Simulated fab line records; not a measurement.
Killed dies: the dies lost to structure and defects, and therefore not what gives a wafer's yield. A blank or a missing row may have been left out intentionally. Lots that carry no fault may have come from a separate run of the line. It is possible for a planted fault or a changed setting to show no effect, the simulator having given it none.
A struck lot beside a sound one || flow sky130 || 21 steps out of a route of 708
Sound: wafers L305.2, L305.4, L305.6. The struck wafers were L313.1, L313.4, L313.5. The cause comes at the end.
Order at every step that has rows: each side's tool, ch and its chambers, its first start. Under that, the readings that differ: sound wafers || struck wafers || difference of the means || sigmas: that difference in standard deviations of wafers without a fault.
alike: words and numbers the same on both sides, and readings whose means are apart by under 2 such deviations; not compared: readings that were withheld, readings missing a value for some wafer, numbers with overlapping values and no deviation given by the record, and bounds like >300 which may hide the same value.
The two part at a step that has a row with sigmas, a row that says differs or no value, or rows on one side only. Non-overlapping numbers with no deviation appear without sigmas and do not part them. A reading that every wafer of one side lacks parts them only if that side has two wafers or more.

first, 1 step without rows for these wafers: SKY_GATE_OXIDE_DEVELOP_09 (develop time 60 s).
SKY_GATE_OXIDE_OVL_MEAS_10:
  sound on overlay-02 at day 17 12:40; struck on overlay-01 at day 19 22:08
  alike: GATE_OXIDE_OVL
then, 2 steps without rows for these wafers: SKY_GATE_OXIDE_IMPLANT_11; SKY_GATE_OXIDE_WET_ETCH_12 (etches SiO2 in dHF, target depth 16.8 nm, time 336 s).
SKY_GATE_OXIDE_STRIP_13: strips in O2/N2.
  sound on plasma-asher-01 ch 0, day 17 12:56; struck on plasma-asher-01 ch 0,1, day 19 22:25
  alike: drypump-motor-current-A, n2-flow-sccm, oes-product-au, strip-time-to-endpoint-s
  not compared: rf-hours-counter-h
SKY_GATE_OXIDE_TW_MEAS_14:
  sound on film-metro-03 at day 17 13:03; struck on film-metro-01 at day 19 22:31
  alike: GATE_OXIDE_TW
then, 3 steps without rows for these wafers: SKY_GATE_OXIDE_CLEAN_15 (cleans in SC1/SC2, time 150 s); SKY_GATE_OXIDE_OXIDATION_16 (stabilise 600 s, purge 300 s, target thk 3.57 nm); SKY_POLY_GATE_CVD_00 (deposits poly-Si, target thk 180 nm, time 720 s).
SKY_POLY_GATE_THK_MEAS_01:
  sound on film-metro-04 at day 17 15:54; struck on film-metro-02 at day 20 02:14
  alike: POLY_GATE_CVD_00_THK
then, 2 steps without rows for these wafers: SKY_RES_PROTECT_DEHYDRATE_00 (time 60 s); SKY_RES_PROTECT_HMDS_01 (prime time 60 s).
SKY_RES_PROTECT_COAT_02: resist thk 1140 nm.
  sound on litho-track-01 ch 0, day 18 06:38; struck on litho-track-03 ch 0, day 20 17:20
{"reading": "spin-speed-rpm (rpm)", "sound": "3005.7 3000.9 3003.5", "struck": "2800.2 2802.6 2802.3", "difference": -201.7, "sigmas": "-99 or more"}
{"reading": "model.NOVOLAK_of_RES_PROTECT_COAT_02.thk-nm (nm)", "sound": "1141 1140 1138", "struck": "1174 1178 1181", "difference": "+38", "sigmas": ""}
  alike: resist-line-temp-C
then, 3 steps without rows for these wafers: SKY_RES_PROTECT_SOFTBAKE_03 (time 60 s); SKY_RES_PROTECT_EXPOSE_04 (exposes mask RPM, target cd 1270 nm); SKY_RES_PROTECT_PEB_05.
SKY_RES_PROTECT_DEVELOP_06: develop time 60 s.
  sound on litho-track-02 ch 0, day 18 22:20; struck on litho-track-03 ch 0, day 21 09:05
{"reading": "model.NOVOLAK_of_RES_PROTECT_COAT_02.thk-nm (nm)", "sound": "1141 1140 1138", "struck": "1174 1177 1181", "difference": "+38", "sigmas": ""}
  alike: resist-line-temp-C
following that, these wafers have no rows for 1 step: SKY_POLY_GATE_IMPLANT_02.
SKY_RES_PROTECT_STRIP_07: strips in O2/N2.
  sound on plasma-asher-02 ch 0,1, day 18 22:37; struck on plasma-asher-02 ch 0,1, day 21 09:23
{"reading": "strip-time-to-endpoint-s (s)", "sound": "23.30 23.29 23.28", "struck": "23.61 23.67 23.72", "difference": "+0.38", "sigmas": "+9"}
  alike: drypump-motor-current-A, n2-flow-sccm, oes-product-au
  not compared: rf-hours-counter-h
SKY_RES_PROTECT_TW_MEAS_08:
  sound on film-metro-04 at day 18 22:43; struck on film-metro-01 at day 21 09:29
  alike: POLY_GATE_TW
-- here the record skips 29 days between the struck wafers' starts before and after, leaving off in module RES_PROTECT and picking up in module PAD_OPEN (first step shown: number 708 of the route) --
SKY_PAD_OPEN_PROBE_99:
  sound on prober-01 at day 48 11:01; struck on prober-01 at day 49 22:17
  alike: killed_at_M0_to_M3, killed_at_M4_up, killed-at-contacts, killed-at-front-end, killed-at-other, killed-dies, killed-on-rim, killed-open, killed-short

== WHERE THEY PART ==
At SKY_RES_PROTECT_COAT_02 first; at SKY_RES_PROTECT_STRIP_07 last (within this record only). Later steps at which nothing parts them and some readings are alike: SKY_RES_PROTECT_TW_MEAS_08, SKY_PAD_OPEN_PROBE_99.

WHY: what had been put in by the simulator
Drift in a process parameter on litho-track-03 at SKY_RES_PROTECT_COAT_02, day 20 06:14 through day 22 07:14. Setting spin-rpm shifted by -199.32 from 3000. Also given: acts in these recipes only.
